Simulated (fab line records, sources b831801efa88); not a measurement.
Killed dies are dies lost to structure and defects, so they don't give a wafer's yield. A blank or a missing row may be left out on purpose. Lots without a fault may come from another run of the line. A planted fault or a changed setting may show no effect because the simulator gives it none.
Which tool did it? | flow gf180mcu | 24 lots, 72 wafers sampled, at 3 steps of a route of 602

WHAT THE GAUGES READ, wafer by wafer
GF_MVPSD_OVL_MEAS_07. Usual: MVPSD_OVL -0.2 nm, standard deviation 1.4.
lot  | measured     | on         | MVPSD_OVL (nm) | flag
L074 | day 5 01:54  | overlay-01 | -2.2 -1.4 -0.3 |
L075 | day 5 06:46  | overlay-02 | 1.1 1.3 0.8    |
L076 | day 5 10:39  | overlay-02 | -0.6 -0.4 -0.8 |
L077 | day 5 18:31  | overlay-02 | -2.4 -2.3 -1.2 |
L078 | day 5 22:59  | overlay-02 | 2.2 0.4 1.1    |
L079 | day 6 10:45  | overlay-02 | 0.3 0.5 -1.0   |
L080 | day 6 13:49  | overlay-02 | -1.4 -1.9 -3.1 |
L081 | day 6 19:23  | overlay-01 | 0.8 1.6 -1.8   |
L082 | day 7 01:12  | overlay-01 | 0.7 0.8 0.4    |
L083 | day 7 09:50  | overlay-01 | -2.0 -0.3 -0.5 |
L084 | day 7 14:17  | overlay-02 | 1.9 2.3 0.1    |
L085 | day 7 21:15  | overlay-01 | 0.9 0.1 -0.2   |
L086 | day 8 04:13  | overlay-01 | -1.8 -1.2 -2.1 |
L087 | day 8 07:34  | overlay-02 | -0.9 0.0 -1.1  |
L088 | day 8 13:54  | overlay-01 | -0.4 0.7 -0.3  |
L089 | day 8 19:25  | overlay-02 | -1.4 -0.6 -2.6 |
L090 | day 9 01:09  | overlay-01 | 0.8 0.7 -0.1   |
L091 | day 9 06:31  | overlay-01 | 1.3 0.4 -0.5   |
L092 | day 9 13:07  | overlay-01 | 0.3 -0.3 -0.2  |
L093 | day 10 00:01 | overlay-02 | -2.4 -1.2 -1.4 |
L094 | day 10 01:54 | overlay-01 | 1.2 0.9 -0.4   |
L095 | day 10 08:31 | overlay-01 | -0.1 -2.0 0.3  |
L096 | day 10 13:46 | overlay-01 | 0.1 -1.2 -0.2  |
L097 | day 10 19:00 | overlay-01 | 3.2 0.1 2.3    |

GF_V4_THK_MEAS_01. Usual: V4_CVD_00_THK 599 nm, standard deviation 5.7.
lot  | measured     | on            | V4_CVD_00_THK (nm) | flag
L074 | day 23 12:43 | film_metro-01 | 608 602 615        |
L075 | day 23 20:22 | film_metro-01 | 599 595 594        |
L076 | day 24 03:37 | film_metro-01 | 608 598 596        |
L077 | day 25 01:50 | film_metro-04 | 591 593 593        |
L078 | day 25 00:39 | film_metro-04 | 594 604 595        |
L079 | day 25 12:18 | film_metro-04 | 598 591 592        |
L080 | day 25 21:05 | film_metro-04 | 588 591 598        |
L081 | day 26 04:12 | film_metro-02 | 600 604 609        |
L082 | day 26 07:26 | film_metro-01 | 589 590 593        |
L083 | day 26 18:05 | film_metro-01 | 607 603 606        |
L084 | day 27 03:44 | film_metro-01 | 594 600 597        |
L085 | day 27 11:34 | film_metro-02 | 594 586 583        |
L086 | day 27 16:43 | film_metro-01 | 595 593 593        |
L087 | day 27 21:01 | film_metro-04 | 603 607 600        |
L088 | day 28 06:13 | film_metro-04 | 610 603 600        |
L089 | day 28 14:58 | film_metro-01 | 600 609 605        |
L090 | day 28 19:15 | film_metro-04 | 602 599 596        |
L091 | day 28 23:28 | film_metro-01 | 593 613 590        |
L092 | day 29 06:56 | film_metro-01 | 599 597 602        |
L093 | day 29 16:28 | film_metro-01 | 600 603 599        |
L094 | day 29 21:17 | film_metro-04 | 595 598 595        |
L095 | day 30 03:48 | film_metro-04 | 600 601 600        |
L096 | day 30 08:19 | film_metro-02 | 603 608 603        |
L097 | day 30 14:28 | film_metro-02 | 592 595 605        |

WHICH TOOL RAN EACH LOT (tool, then ch and the chambers of the sampled wafers, then the start)
lot  | GF_V3_SPUTTER_22
L074 | pvd_sputter-01, day 22 12:21
L075 | pvd_sputter-02, day 22 19:53
L076 | pvd_sputter-04, day 23 03:25
L077 | pvd_sputter-02, day 24 01:48
L078 | pvd_sputter-04, day 24 00:59
L079 | pvd_sputter-02, day 24 13:13
L080 | pvd_sputter-01, day 24 22:04
L081 | pvd_sputter-02, day 25 05:03
L082 | pvd_sputter-02, day 25 08:31
L083 | pvd_sputter-02, day 25 19:38
L084 | pvd_sputter-02, day 26 05:44
L085 | pvd_sputter-01, day 26 13:32
L086 | pvd_sputter-02, day 26 18:55
L087 | pvd_sputter-02, day 26 23:23
L088 | pvd_sputter-04, day 27 08:17
L089 | pvd_sputter-01, day 27 17:36
L090 | pvd_sputter-02, day 27 21:29
L091 | pvd_sputter-01, day 28 02:18
L092 | pvd_sputter-01, day 28 09:23
L093 | pvd_sputter-02, day 28 20:04
L094 | pvd_sputter-04, day 29 01:11
L095 | pvd_sputter-02, day 29 06:56
L096 | pvd_sputter-01, day 29 12:09
L097 | pvd_sputter-02, day 29 18:33
- GF_V3_SPUTTER_22: material TiN, target thk 10 nm, time 40 s.

WHAT THE TOOLS THEMSELVES READ (means of the sampled wafers that have a number; where no wafer has one, the mark that the record gives instead)
GF_V3_SPUTTER_22. Usual: chamber_pressure_pa 5.001 Pa, standard deviation 0.011; throttle_valve_pct 30.2 %, standard deviation 1.2.
lot  | tool           | chamber_pressure_pa (Pa) | throttle_valve_pct (%) | flag
L074 | pvd_sputter-01 | 4.992                    | 29.0                   |
L075 | pvd_sputter-02 | 5.002                    | 30.6                   |
L076 | pvd_sputter-04 | 5.003                    | 30.2                   |
L077 | pvd_sputter-02 | 5.004                    | 31.2                   |
L078 | pvd_sputter-04 | 5.001                    | 28.7                   |
L079 | pvd_sputter-02 | 5.014                    | 30.9                   |
L080 | pvd_sputter-01 | 4.999                    | 29.3                   |
L081 | pvd_sputter-02 | 4.988                    | 31.1                   |
L082 | pvd_sputter-02 | 4.994                    | 29.8                   |
L083 | pvd_sputter-02 | 4.993                    | 31.0                   |
L084 | pvd_sputter-02 | 5.001                    | 31.6                   |
L085 | pvd_sputter-01 | 4.994                    | 28.8                   |
L086 | pvd_sputter-02 | 5.003                    | 29.9                   |
L087 | pvd_sputter-02 | 5.002                    | 30.3                   |
L088 | pvd_sputter-04 | 5.002                    | 29.3                   |
L089 | pvd_sputter-01 | 5.007                    | 29.2                   |
L090 | pvd_sputter-02 | 5.007                    | 30.0                   |
L091 | pvd_sputter-01 | 5.001                    | 29.3                   |
L092 | pvd_sputter-01 | 4.998                    | 30.0                   |
L093 | pvd_sputter-02 | 4.991                    | 31.1                   |
L094 | pvd_sputter-04 | 5.002                    | 29.1                   |
L095 | pvd_sputter-02 | 5.001                    | 31.2                   |
L096 | pvd_sputter-01 | 5.016                    | 29.9                   |
L097 | pvd_sputter-02 | 5.012                    | 30.3                   |

THE ANSWER, worked out from the rows above alone
Rule: a lot is off if the mean of its wafers that have a number lies more than 3 standard deviations from the usual mean. A lot without any number at a reading at which 4 lots or more have one is off too. The other lots that the step has rows for count as sound. The gauges are gone through in route order, then the tools' own readings, and for those a lot's mean is taken as printed above. The first step at which some lot is off is used, and at that step the reading that is off furthest; a lot without a number counts as furthest.
No lot is off at any reading shown: from this, nothing can be told.

WHAT THE SIMULATOR HAD PUT IN
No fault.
